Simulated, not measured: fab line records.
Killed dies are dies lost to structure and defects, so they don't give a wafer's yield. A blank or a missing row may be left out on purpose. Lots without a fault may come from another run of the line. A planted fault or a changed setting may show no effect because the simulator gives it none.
Matching of chambers / flow sky130 / SKY_VIA2_ETCH_14 on rieDiel-01 has 4 sister chambers
The step etches BARC in N2/H2, stops on SiO2, time 45.9 s, target depth 60 nm. 14 wafers are shown with their chamber, then 7 later ones without.

WAFERS PAIRED WITH THEIR CHAMBERS
wafer=L078.1; chamber=0; throttleValvePct (%)=13.233; oesProductAu (a.u.)=0.854
wafer=L078.2; chamber=1; throttleValvePct (%)=13.235; oesProductAu (a.u.)=0.853
wafer=L078.3; chamber=3; throttleValvePct (%)=13.234; oesProductAu (a.u.)=0.860
wafer=L078.4; chamber=2; throttleValvePct (%)=13.229; oesProductAu (a.u.)=0.860
wafer=L078.5; chamber=3; throttleValvePct (%)=13.240; oesProductAu (a.u.)=0.848
wafer=L078.6; chamber=0; throttleValvePct (%)=13.222; oesProductAu (a.u.)=0.858
wafer=L079.1; chamber=3; throttleValvePct (%)=13.222; oesProductAu (a.u.)=0.860
wafer=L079.3; chamber=2; throttleValvePct (%)=13.228; oesProductAu (a.u.)=0.857
wafer=L079.6; chamber=0; throttleValvePct (%)=13.218; oesProductAu (a.u.)=0.851
wafer=L081.1; chamber=2; throttleValvePct (%)=13.216; oesProductAu (a.u.)=0.852
wafer=L081.4; chamber=0; throttleValvePct (%)=13.227; oesProductAu (a.u.)=0.850
wafer=L081.5; chamber=1; throttleValvePct (%)=13.237; oesProductAu (a.u.)=0.859
wafer=L082.2; chamber=3; throttleValvePct (%)=13.205; oesProductAu (a.u.)=0.865
wafer=L082.3; chamber=1; throttleValvePct (%)=13.240; oesProductAu (a.u.)=0.858

SIGNATURES (means of the wafers above)
reading=throttleValvePct; chamber 0=13.22500; chamber 1=13.23733; chamber 2=13.22433; chamber 3=13.22525; scatter within a chamber=0.00979
reading=oesProductAu; chamber 0=0.85325; chamber 1=0.85667; chamber 2=0.85633; chamber 3=0.85825; scatter within a chamber=0.00499
Rule: for each reading, subtract the chamber's mean from the wafer's reading, divide by that reading's scatter and square the result; add these up over the readings and take the root, which gives the wafer's distance from the chamber. If the next closest chamber is less than 2 further off than the closest, the wafer can't be placed; otherwise it belongs to the closest. How the scatter is found: for the shown wafers, subtract from each reading the mean of its chamber, square and add these, divide the total by (wafers less chambers), then take the root.

WAFERS MISSING THEIR CHAMBER
wafer=L082.6; throttleValvePct (%)=13.241; oesProductAu (a.u.)=0.850
wafer=L087.3; throttleValvePct (%)=13.227; oesProductAu (a.u.)=0.859
wafer=L087.4; throttleValvePct (%)=13.241; oesProductAu (a.u.)=0.853
wafer=L087.6; throttleValvePct (%)=13.227; oesProductAu (a.u.)=0.854
wafer=L092.3; throttleValvePct (%)=13.220; oesProductAu (a.u.)=0.855
wafer=L092.4; throttleValvePct (%)=13.223; oesProductAu (a.u.)=0.856
wafer=L092.5; throttleValvePct (%)=13.235; oesProductAu (a.u.)=0.853

EACH ONE'S CHAMBER
wafer=L082.6; from the rows above=can't be placed: 1 or 0 or 2 or 3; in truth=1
wafer=L087.3; from the rows above=can't be placed: 3 or 2 or 1 or 0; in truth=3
wafer=L087.4; from the rows above=can't be placed: 1 or 0 or 2 or 3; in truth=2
wafer=L087.6; from the rows above=can't be placed: 0 or 2 or 3 or 1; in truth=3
wafer=L092.3; from the rows above=can't be placed: 2 or 0 or 3 or 1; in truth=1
wafer=L092.4; from the rows above=can't be placed: 2 or 3 or 0 or 1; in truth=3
wafer=L092.5; from the rows above=can't be placed: 1 or 0 or 2 or 3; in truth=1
Placed correctly: 0 of 7. Cannot be placed on the basis of these rows: 7; the candidates contain the true chamber in 7. Number placed wrongly: 0.
